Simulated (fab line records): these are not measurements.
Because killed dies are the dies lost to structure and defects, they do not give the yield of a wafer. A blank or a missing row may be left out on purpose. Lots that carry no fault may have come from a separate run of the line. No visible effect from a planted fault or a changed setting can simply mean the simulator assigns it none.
Which tool is to blame?    flow sky130    24 lots, 72 wafers sampled, at 3 steps of a route of 708

## WHAT THE GAUGES SHOWED, per wafer
SKY_VIA2_BOW_MEAS_03.
lot   measured      on            VIA2_BOW (um)
L074  day 35 10:03  filmMetro-03  80 88 80
L075  day 35 14:08  filmMetro-01  88 86 96
L076  day 35 23:08  filmMetro-01  101 78 88
L077  day 36 04:09  filmMetro-03  88 98 87
L078  day 36 16:26  filmMetro-01  77 95 84
L080  day 37 06:39  filmMetro-01  83 88 86
L079  day 37 10:46  filmMetro-02  93 89 77
L081  day 37 19:31  filmMetro-02  79 85 88
L082  day 38 06:05  filmMetro-01  101 95 92
L083  day 38 14:40  filmMetro-02  81 87 90
L085  day 38 18:46  filmMetro-03  97 106 95
L084  day 38 19:05  filmMetro-03  89 73 80
L086  day 39 10:23  filmMetro-01  78 84 77
L087  day 39 18:32  filmMetro-02  80 90 97
L088  day 39 20:15  filmMetro-03  90 87 80
L089  day 40 03:31  filmMetro-01  80 82 74
L090  day 40 13:26  filmMetro-01  81 87 78
L091  day 40 13:59  filmMetro-02  101 76 87
L092  day 40 21:13  filmMetro-03  96 93 94
L093  day 41 07:24  filmMetro-03  69 83 79
L094  day 41 18:53  filmMetro-02  71 81 101
L095  day 41 22:06  filmMetro-02  90 82 75
L097  day 42 00:19  filmMetro-03  75 80 81
L096  day 42 03:09  filmMetro-02  88 78 96

## TOOL THAT RAN EACH LOT (tool first, then ch and the chambers of the sampled wafers, then the start)
lot   SKY_CONTACT_CVD_24            SKY_METAL1_SPUTTER_04
L074  cvdW-02 ch 0,1, day 31 20:14  pvdSputter-04, day 31 20:55
L075  cvdW-01 ch 1, day 32 01:11    pvdSputter-04, day 32 01:53
L076  cvdW-01 ch 0,1, day 32 09:01  pvdSputter-02, day 32 09:40
L077  cvdW-01 ch 0,1, day 32 15:00  pvdSputter-01, day 32 15:41
L078  cvdW-02 ch 0,1, day 33 03:55  pvdSputter-02, day 33 04:35
L080  cvdW-01 ch 0, day 33 17:36    pvdSputter-01, day 33 18:17
L079  cvdW-01 ch 0,1, day 33 21:43  pvdSputter-04, day 33 22:24
L081  cvdW-02 ch 0,1, day 34 07:55  pvdSputter-02, day 34 08:42
L082  cvdW-02 ch 0,1, day 34 18:44  pvdSputter-02, day 34 19:25
L083  cvdW-01 ch 0,1, day 35 03:59  pvdSputter-04, day 35 04:40
L085  cvdW-01 ch 0,1, day 35 07:59  pvdSputter-01, day 35 08:38
L084  cvdW-02 ch 0,1, day 35 08:03  pvdSputter-02, day 35 08:44
L086  cvdW-01 ch 0, day 35 23:55    pvdSputter-04, day 36 00:35
L087  cvdW-01 ch 0,1, day 36 08:19  pvdSputter-01, day 36 08:58
L088  cvdW-02 ch 0,1, day 36 09:18  pvdSputter-01, day 36 09:59
L089  cvdW-01 ch 0,1, day 36 18:14  pvdSputter-01, day 36 18:55
L090  cvdW-02 ch 0,1, day 37 04:49  pvdSputter-02, day 37 05:31
L091  cvdW-01 ch 0,1, day 37 05:46  pvdSputter-01, day 37 06:28
L092  cvdW-01 ch 0,1, day 37 11:34  pvdSputter-02, day 37 12:13
L093  cvdW-01 ch 0,1, day 37 23:10  pvdSputter-04, day 37 23:49
L094  cvdW-02 ch 0,1, day 38 11:23  pvdSputter-04, day 38 12:02
L095  cvdW-01 ch 0,1, day 38 14:11  pvdSputter-01, day 38 14:50
L097  cvdW-01 ch 0, day 38 17:35    pvdSputter-04, day 38 18:21
L096  cvdW-01 ch 0,1, day 38 21:06  pvdSputter-02, day 38 21:47
- SKY_CONTACT_CVD_24: deposits W, target thk 340 nm, time 102.12 s.
- SKY_METAL1_SPUTTER_04: material TiN, target thk 70 nm, time 58.3 s.

## WHAT THE TOOLS THEMSELVES READ (means of the sampled wafers that have a number; where no wafer has one, the mark that the record gives instead)
SKY_CONTACT_CVD_24.
lot   tool     heaterPowerW (W)
L074  cvdW-02  780
L075  cvdW-01  694
L076  cvdW-01  761
L077  cvdW-01  733
L078  cvdW-02  802
L080  cvdW-01  796
L079  cvdW-01  754
L081  cvdW-02  799
L082  cvdW-02  795
L083  cvdW-01  725
L085  cvdW-01  734
L084  cvdW-02  801
L086  cvdW-01  777
L087  cvdW-01  737
L088  cvdW-02  783
L089  cvdW-01  735
L090  cvdW-02  809
L091  cvdW-01  739
L092  cvdW-01  728
L093  cvdW-01  764
L094  cvdW-02  796
L095  cvdW-01  728
L097  cvdW-01  786
L096  cvdW-01  737

SKY_METAL1_SPUTTER_04.
lot   tool           cathodeDcPowerW (W)  throttleValvePct (%)
L074  pvdSputter-04  6499.0               30.3
L075  pvdSputter-04  6500.5               30.1
L076  pvdSputter-02  6499.6               30.0
L077  pvdSputter-01  6499.1               29.7
L078  pvdSputter-02  6499.9               30.1
L080  pvdSputter-01  6499.5               30.0
L079  pvdSputter-04  6500.9               31.4
L081  pvdSputter-02  6498.5               30.1
L082  pvdSputter-02  6499.4               29.9
L083  pvdSputter-04  6500.7               29.7
L085  pvdSputter-01  6500.1               29.7
L084  pvdSputter-02  6499.9               30.3
L086  pvdSputter-04  6499.1               31.3
L087  pvdSputter-01  6499.7               29.6
L088  pvdSputter-01  6499.7               29.2
L089  pvdSputter-01  6499.9               29.2
L090  pvdSputter-02  6500.1               30.0
L091  pvdSputter-01  6499.8               29.5
L092  pvdSputter-02  6499.5               29.7
L093  pvdSputter-04  6499.3               30.1
L094  pvdSputter-04  6499.5               30.3
L095  pvdSputter-01  6500.1               29.1
L097  pvdSputter-04  6500.0               30.2
L096  pvdSputter-02  6500.2               29.6

## THE ANSWER, worked out from the rows above alone
Rule: what is usual is taken from the lots themselves. Put in order of their means at a reading, lots are off if they are a third of the lots or fewer, leave a main group of 4 or more, and stand apart from it by a gap of 3 or more times the standard deviation of the main group's means; of several such gaps the widest counts. The tables above print the reading to a certain number of digits; a main group whose means all agree to those digits is not used. A lot without any number at a reading at which 4 lots or more have one is off too. Where the step has rows for the other lots, those lots are counted as sound. First the gauges in route order, then the tools' own readings, where a lot's mean is used as printed above. At the first step where some lot is off, the reading lying furthest off is the one used; lots without a number count as furthest.
Nothing can be told from this: no lot is off at any reading shown.

## WHAT WAS PUT IN BY THE SIMULATOR
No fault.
